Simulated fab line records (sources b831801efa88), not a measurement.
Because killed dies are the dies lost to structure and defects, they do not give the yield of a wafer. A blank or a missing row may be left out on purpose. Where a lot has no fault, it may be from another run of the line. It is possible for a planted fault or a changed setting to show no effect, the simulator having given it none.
The tool behind it: which one? :: flow sky130 :: 39 wafers from 13 lots sampled at 4 of the route's 708 steps

== WHAT THE GAUGES READ, wafer by wafer ==
The record lacks any reading of a measuring or inspecting step that a usual standard deviation could be used to judge.

== WHICH TOOL RAN EACH LOT (tool, then ch and the chambers of the sampled wafers, then the start) ==
lot: L628
SKY_METAL3_STRIP_19: plasmaAsher-02 ch 0,1, day 38 18:37
SKY_VIA3_ETCH_15: rieDiel-01 ch 2,3, day 39 20:49
SKY_VIA3_CMP_24: cmp-01 ch 0,1,3, day 39 21:51
SKY_CAP2M_SPUTTER_02: pvdSputter-04, day 39 22:23

lot: L629
SKY_METAL3_STRIP_19: plasmaAsher-04 ch 0,1, day 39 04:26
SKY_VIA3_ETCH_15: rieDiel-04 ch 0,1,2, day 40 07:14
SKY_VIA3_CMP_24: cmp-01 ch 0,1, day 40 08:14
SKY_CAP2M_SPUTTER_02: pvdSputter-04, day 40 08:47

lot: L630
SKY_METAL3_STRIP_19: plasmaAsher-02 ch 0,1, day 39 07:58
SKY_VIA3_ETCH_15: rieDiel-03 ch 2,3, day 40 10:11
SKY_VIA3_CMP_24: cmp-01 ch 0,1,3, day 40 11:18
SKY_CAP2M_SPUTTER_02: pvdSputter-03, day 40 11:44

lot: L631
SKY_METAL3_STRIP_19: plasmaAsher-02 ch 0,1, day 39 19:01
SKY_VIA3_ETCH_15: rieDiel-04 ch 1,2,3, day 40 20:28
SKY_VIA3_CMP_24: cmp-01 ch 0,1,2, day 40 21:33
SKY_CAP2M_SPUTTER_02: pvdSputter-04, day 40 22:02

lot: L632
SKY_METAL3_STRIP_19: plasmaAsher-04 ch 0,1, day 40 01:31
SKY_VIA3_ETCH_15: rieDiel-04 ch 2,3, day 41 03:22
SKY_VIA3_CMP_24: cmp-02 ch 0,1,3, day 41 04:32
SKY_CAP2M_SPUTTER_02: pvdSputter-03, day 41 04:56

lot: L634
SKY_METAL3_STRIP_19: plasmaAsher-03 ch 0,1, day 40 13:13
SKY_VIA3_ETCH_15: rieDiel-01 ch 0,1,3, day 41 15:16
SKY_VIA3_CMP_24: cmp-01 ch 0,1,2, day 41 16:23
SKY_CAP2M_SPUTTER_02: pvdSputter-04, day 41 16:50

lot: L636
SKY_METAL3_STRIP_19: plasmaAsher-02 ch 0,1, day 41 08:17
SKY_VIA3_ETCH_15: rieDiel-01 ch 0,1, day 42 09:43
SKY_VIA3_CMP_24: cmp-02 ch 0,1,3, day 42 10:50
SKY_CAP2M_SPUTTER_02: pvdSputter-04, day 42 11:16

lot: L637
SKY_METAL3_STRIP_19: plasmaAsher-04 ch 0,1, day 41 13:28
SKY_VIA3_ETCH_15: rieDiel-03 ch 0,1,2, day 42 14:40
SKY_VIA3_CMP_24: cmp-01 ch 0,2,3, day 42 15:48
SKY_CAP2M_SPUTTER_02: pvdSputter-04, day 42 16:17

lot: L639
SKY_METAL3_STRIP_19: plasmaAsher-03 ch 0,1, day 41 23:51
SKY_VIA3_ETCH_15: rieDiel-01 ch 0,2,3, day 43 00:34
SKY_VIA3_CMP_24: cmp-01 ch 0,2, day 43 01:38
SKY_CAP2M_SPUTTER_02: pvdSputter-04, day 43 02:11

lot: L641
SKY_METAL3_STRIP_19: plasmaAsher-03 ch 0, day 42 14:23
SKY_VIA3_ETCH_15: rieDiel-01 ch 0,2, day 43 15:07
SKY_VIA3_CMP_24: cmp-02 ch 1,2, day 43 16:12
SKY_CAP2M_SPUTTER_02: pvdSputter-04, day 43 16:41

lot: L647
SKY_METAL3_STRIP_19: plasmaAsher-04 ch 0, day 44 04:01
SKY_VIA3_ETCH_15: rieDiel-04 ch 0,1, day 45 03:26
SKY_VIA3_CMP_24: cmp-02 ch 0,2,3, day 45 04:29
SKY_CAP2M_SPUTTER_02: pvdSputter-01, day 45 05:01

lot: L648
SKY_METAL3_STRIP_19: plasmaAsher-03 ch 0,1, day 44 11:25
SKY_VIA3_ETCH_15: rieDiel-04 ch 0,1,3, day 45 10:31
SKY_VIA3_CMP_24: cmp-02 ch 0,2,3, day 45 11:37
SKY_CAP2M_SPUTTER_02: pvdSputter-03, day 45 12:06

lot: L651
SKY_METAL3_STRIP_19: plasmaAsher-02 ch 0,1, day 45 10:10
SKY_VIA3_ETCH_15: rieDiel-03 ch 0,1,2, day 46 08:22
SKY_VIA3_CMP_24: cmp-02 ch 0,1,2, day 46 09:28
SKY_CAP2M_SPUTTER_02: pvdSputter-04, day 46 09:56
- SKY_METAL3_STRIP_19: strips in O2/N2.
- SKY_VIA3_ETCH_15: etches SiO2 in C4F8/O2/Ar, stops on TiN, target depth 507 nm, time 78 s.
- SKY_VIA3_CMP_24: polishes, stops on SiO2, t overpolish 20 s, target thk 0 nm.
- SKY_CAP2M_SPUTTER_02: material TiN, target thk 200 nm, time 166.7 s.

== AS READ BY THE TOOLS THEMSELVES (means over the sampled wafers that have a number; for cases with no such wafer, the mark the record gives instead) ==
SKY_METAL3_STRIP_19. Usual: drypumpMotorCurrentA 5.7 A, standard deviation 0.62; oesProductAu 0.502 a.u., standard deviation 0.0081; stripTimeToEndpointS 6.55 s, standard deviation 0.16.
lot: L628
tool: plasmaAsher-02
drypumpMotorCurrentA (A): 5.8
oesProductAu (a.u.): 0.513
stripTimeToEndpointS (s): 6.74
flag: 

lot: L629
tool: plasmaAsher-04
drypumpMotorCurrentA (A): 5.3
oesProductAu (a.u.): 0.499
stripTimeToEndpointS (s): 6.49
flag: 

lot: L630
tool: plasmaAsher-02
drypumpMotorCurrentA (A): 5.8
oesProductAu (a.u.): 0.499
stripTimeToEndpointS (s): 6.45
flag: 

lot: L631
tool: plasmaAsher-02
drypumpMotorCurrentA (A): 5.8
oesProductAu (a.u.): 0.505
stripTimeToEndpointS (s): 6.65
flag: 

lot: L632
tool: plasmaAsher-04
drypumpMotorCurrentA (A): 5.3
oesProductAu (a.u.): 0.506
stripTimeToEndpointS (s): 6.61
flag: 

lot: L634
tool: plasmaAsher-03
drypumpMotorCurrentA (A): 5.4
oesProductAu (a.u.): 0.499
stripTimeToEndpointS (s): 6.46
flag: 

lot: L636
tool: plasmaAsher-02
drypumpMotorCurrentA (A): 5.8
oesProductAu (a.u.): 0.505
stripTimeToEndpointS (s): 6.54
flag: 

lot: L637
tool: plasmaAsher-04
drypumpMotorCurrentA (A): 5.1
oesProductAu (a.u.): 0.494
stripTimeToEndpointS (s): 6.40
flag: 

lot: L639
tool: plasmaAsher-03
drypumpMotorCurrentA (A): 6.0
oesProductAu (a.u.): 0.504
stripTimeToEndpointS (s): 6.66
flag: 

lot: L641
tool: plasmaAsher-03
drypumpMotorCurrentA (A): 6.5
oesProductAu (a.u.): 0.500
stripTimeToEndpointS (s): 6.45
flag: 

lot: L647
tool: plasmaAsher-04
drypumpMotorCurrentA (A): 5.0
oesProductAu (a.u.): 0.504
stripTimeToEndpointS (s): 6.61
flag: 

lot: L648
tool: plasmaAsher-03
drypumpMotorCurrentA (A): 5.4
oesProductAu (a.u.): 0.503
stripTimeToEndpointS (s): 6.64
flag: 

lot: L651
tool: plasmaAsher-02
drypumpMotorCurrentA (A): 6.1
oesProductAu (a.u.): 0.498
stripTimeToEndpointS (s): 6.50
flag: 

SKY_VIA3_ETCH_15. Usual: oesProductAu reads 0.946 a.u. (standard deviation 0.005).
lot: L628
tool: rieDiel-01
oesProductAu (a.u.): 0.947
flag: 

lot: L629
tool: rieDiel-04
oesProductAu (a.u.): 0.948
flag: 

lot: L630
tool: rieDiel-03
oesProductAu (a.u.): 0.946
flag: 

lot: L631
tool: rieDiel-04
oesProductAu (a.u.): 0.945
flag: 

lot: L632
tool: rieDiel-04
oesProductAu (a.u.): 0.951
flag: 

lot: L634
tool: rieDiel-01
oesProductAu (a.u.): 0.943
flag: 

lot: L636
tool: rieDiel-01
oesProductAu (a.u.): 0.947
flag: 

lot: L637
tool: rieDiel-03
oesProductAu (a.u.): 0.940
flag: 

lot: L639
tool: rieDiel-01
oesProductAu (a.u.): 0.945
flag: 

lot: L641
tool: rieDiel-01
oesProductAu (a.u.): 0.939
flag: 

lot: L647
tool: rieDiel-04
oesProductAu (a.u.): 0.949
flag: 

lot: L648
tool: rieDiel-04
oesProductAu (a.u.): 0.951
flag: 

lot: L651
tool: rieDiel-03
oesProductAu (a.u.): 0.949
flag: 

SKY_VIA3_CMP_24. Usual: motorCurrentA 10.6 A, standard deviation 1.1; overpolishRunS 20.000 s, standard deviation 0.0091; timeToEndpointS 95 s, standard deviation 5.7.
lot: L628
tool: cmp-01
motorCurrentA (A): 11.1
overpolishRunS (s): 20.001
timeToEndpointS (s): 99
flag: 

lot: L629
tool: cmp-01
motorCurrentA (A): 11.0
overpolishRunS (s): 19.998
timeToEndpointS (s): 98
flag: 

lot: L630
tool: cmp-01
motorCurrentA (A): 11.3
overpolishRunS (s): 20.008
timeToEndpointS (s): 100
flag: 

lot: L631
tool: cmp-01
motorCurrentA (A): 10.4
overpolishRunS (s): 20.000
timeToEndpointS (s): 97
flag: 

lot: L632
tool: cmp-02
motorCurrentA (A): 10.2
overpolishRunS (s): 20.007
timeToEndpointS (s): 91
flag: 

lot: L634
tool: cmp-01
motorCurrentA (A): 10.4
overpolishRunS (s): 19.997
timeToEndpointS (s): 98
flag: 

lot: L636
tool: cmp-02
motorCurrentA (A): 10.3
overpolishRunS (s): 20.002
timeToEndpointS (s): 85
flag: 

lot: L637
tool: cmp-01
motorCurrentA (A): 10.9
overpolishRunS (s): 19.991
timeToEndpointS (s): 98
flag: 

lot: L639
tool: cmp-01
motorCurrentA (A): 10.8
overpolishRunS (s): 13.351
timeToEndpointS (s): 113
flag: OFF

lot: L641
tool: cmp-02
motorCurrentA (A): 10.0
overpolishRunS (s): 20.002
timeToEndpointS (s): 89
flag: 

lot: L647
tool: cmp-02
motorCurrentA (A): 10.3
overpolishRunS (s): 20.002
timeToEndpointS (s): 91
flag: 

lot: L648
tool: cmp-02
motorCurrentA (A): 10.2
overpolishRunS (s): 19.997
timeToEndpointS (s): 93
flag: 

lot: L651
tool: cmp-02
motorCurrentA (A): 9.2
overpolishRunS (s): 19.993
timeToEndpointS (s): 95
flag: 

SKY_CAP2M_SPUTTER_02. Usual: throttleValvePct reads 30.2 % (standard deviation 0.78).
lot: L628
tool: pvdSputter-04
throttleValvePct (%): 30.8
flag: 

lot: L629
tool: pvdSputter-04
throttleValvePct (%): 30.2
flag: 

lot: L630
tool: pvdSputter-03
throttleValvePct (%): 29.9
flag: 

lot: L631
tool: pvdSputter-04
throttleValvePct (%): 30.3
flag: 

lot: L632
tool: pvdSputter-03
throttleValvePct (%): 30.4
flag: 

lot: L634
tool: pvdSputter-04
throttleValvePct (%): 30.5
flag: 

lot: L636
tool: pvdSputter-04
throttleValvePct (%): 30.8
flag: 

lot: L637
tool: pvdSputter-04
throttleValvePct (%): 29.9
flag: 

lot: L639
tool: pvdSputter-04
throttleValvePct (%): 29.8
flag: 

lot: L641
tool: pvdSputter-04
throttleValvePct (%): 30.9
flag: 

lot: L647
tool: pvdSputter-01
throttleValvePct (%): 29.9
flag: 

lot: L648
tool: pvdSputter-03
throttleValvePct (%): 30.4
flag: 

lot: L651
tool: pvdSputter-04
throttleValvePct (%): 30.7
flag: 

== THE ANSWER, worked out from the rows above alone ==
Rule: lot off if the mean of its wafers having a number is beyond 3 standard deviations from the usual mean. Also off: a lot with no number at a reading for which 4 or more lots have one. Where the step has rows for the other lots, those lots are counted as sound. The gauges are gone through in route order, then the tools' own readings, and for those a lot's mean is taken as printed above. At the first step where some lot is off, the reading lying furthest off is the one used; lots without a number count as furthest.
Off: L639 (SKY_VIA3_CMP_24, overpolishRunS).
If a tool, at that step or one of the process steps before it, ran each lot that is off and ran no sound lot following the first of them, it fits. One candidate fits, namely cmp-01 at SKY_VIA3_CMP_24. Its last sound lot is L637 (day 42 15:48), its first lot that is off L639 (day 43 01:38): a fault that began between those two fits.
The tool's own readings at SKY_VIA3_CMP_24 bear it out: on the lots that are off they differ by more than 5 times the standard deviation of the sound lots' means. overpolishRunS reads 13.351 s there against 20.000 s on the sound lots.

== WHAT WAS PUT IN BY THE SIMULATOR ==
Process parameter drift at SKY_VIA3_CMP_24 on cmp-01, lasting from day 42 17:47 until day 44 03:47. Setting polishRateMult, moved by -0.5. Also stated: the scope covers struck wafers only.
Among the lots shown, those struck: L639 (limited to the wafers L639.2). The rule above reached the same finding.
